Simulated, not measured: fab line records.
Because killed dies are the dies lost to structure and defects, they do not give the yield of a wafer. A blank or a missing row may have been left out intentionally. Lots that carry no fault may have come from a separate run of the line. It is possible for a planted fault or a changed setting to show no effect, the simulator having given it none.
Chamber matching | flow gf180mcu | GF_V3_CMP_26 on cmp-02 has 4 sister chambers
The step polishes, stops on SiO2, t overpolish 15 s, target thk 0 nm. 8 wafers are shown with their chamber, then 8 later ones without.

## WAFERS PAIRED WITH THEIR CHAMBERS
wafer  | chamber | motor_current_A (A) | time_to_endpoint_s (s)
L734.3 | 0       | 10.6                | 82
L736.2 | 3       | 11.0                | 79
L736.3 | 0       | 10.6                | 78
L736.6 | 2       | 12.6                | 86
L738.1 | 1       | 12.7                | 86
L738.2 | 2       | 12.6                | 84
L738.4 | 3       | 10.5                | 83
L743.2 | 1       | 13.3                | 87

## WAFERS WITHOUT THEIR CHAMBER
wafer  | motor_current_A (A) | time_to_endpoint_s (s)
L743.3 | 10.8                | 81
L743.6 | 13.1                | 85
L747.2 | 13.2                | 87
L747.3 | 13.2                | 83
L747.5 | 10.5                | 83
L748.3 | 12.6                | 84
L748.4 | 13.3                | 86
L748.5 | 13.0                | 87

## WHICH CHAMBER EACH WENT THROUGH
wafer  | from the rows above     | in truth
L743.3 | can't be placed: 3 or 0 | 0
L743.6 | can't be placed: 1 or 2 | 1
L747.2 | can't be placed: 1 or 2 | 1
L747.3 | can't be placed: 1 or 2 | 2
L747.5 | can't be placed: 3 or 0 | 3
L748.3 | can't be placed: 2 or 1 | 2
L748.4 | can't be placed: 1 or 2 | 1
L748.5 | can't be placed: 1 or 2 | 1
Placed correctly: 0 of 8. Unplaceable from these rows: 8, with the true chamber sitting among the candidates in 8. 0 placed wrongly.
How it was worked out, from the rows above alone: a wafer's distance from a chamber is the root of the sum, over the readings, of the square of ((its reading less the chamber's mean) divided by the reading's scatter). The wafer belongs to the nearest chamber; if the next one is less than 2 further off, it can't be placed. A chamber's mean is the mean of its shown wafers. The scatter: the root of (the sum of the squares of (reading less its chamber's mean) over the shown wafers, divided by (wafers less chambers)).
